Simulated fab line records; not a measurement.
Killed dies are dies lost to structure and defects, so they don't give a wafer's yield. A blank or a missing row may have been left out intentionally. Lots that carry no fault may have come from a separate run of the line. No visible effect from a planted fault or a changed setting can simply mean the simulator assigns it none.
Which tool did it? | flow sky130 | 7 lots, 21 wafers sampled, at 2 steps of a route of 708

WHAT THE GAUGES SHOWED, per wafer
SKY_SPACER_THK_MEAS_01.
lot  | measured     | on           | SPACER_CVD_00_THK (nm)
L375 | day 24 11:53 | filmMetro-01 | 43.5 43.7 43.6
L377 | day 24 20:59 | filmMetro-01 | 43.0 42.8 42.8
L379 | day 25 12:56 | filmMetro-03 | 43.1 42.9 43.3
L382 | day 26 14:58 | filmMetro-03 | 42.5 41.9 42.3
L383 | day 27 00:36 | filmMetro-02 | 41.8 42.3 41.9
L392 | day 29 23:37 | filmMetro-03 | 42.9 43.1 43.5
L395 | day 31 01:10 | filmMetro-03 | 43.1 43.0 43.0

TOOL THAT RAN EACH LOT (tool first, then ch and the chambers of the sampled wafers, then the start)
lot  | SKY_RES_PROTECT_STRIP_07
L375 | plasmaAsher-01 ch 0,1, day 16 15:07
L377 | plasmaAsher-02 ch 0,1, day 16 21:16
L379 | plasmaAsher-02 ch 0,1, day 17 15:29
L382 | plasmaAsher-01 ch 0,1, day 18 19:37
L383 | plasmaAsher-02 ch 0,1, day 19 04:45
L392 | plasmaAsher-02 ch 0,1, day 22 08:31
L395 | plasmaAsher-02 ch 0,1, day 23 12:34
- SKY_RES_PROTECT_STRIP_07: strips in O2/N2.

THE ANSWER, worked out from the rows above alone
Rule: the usual values come from the lots themselves. The widest of any qualifying gaps counts: lots, ordered by their means at a reading, are off when they make up no more than a third of the lots, leave a main group of 4 or more, and stand apart from it by 3 or more times the standard deviation of that group's means. Not used: any main group whose means are identical at the precision the tables above print for the reading. A lot without any number at a reading at which 4 lots or more have one is off too. Where the step has rows for the other lots, those lots are counted as sound.
Across all readings shown, no lot is off: no conclusion can be drawn from this.

WHAT THE SIMULATOR HAD INSERTED
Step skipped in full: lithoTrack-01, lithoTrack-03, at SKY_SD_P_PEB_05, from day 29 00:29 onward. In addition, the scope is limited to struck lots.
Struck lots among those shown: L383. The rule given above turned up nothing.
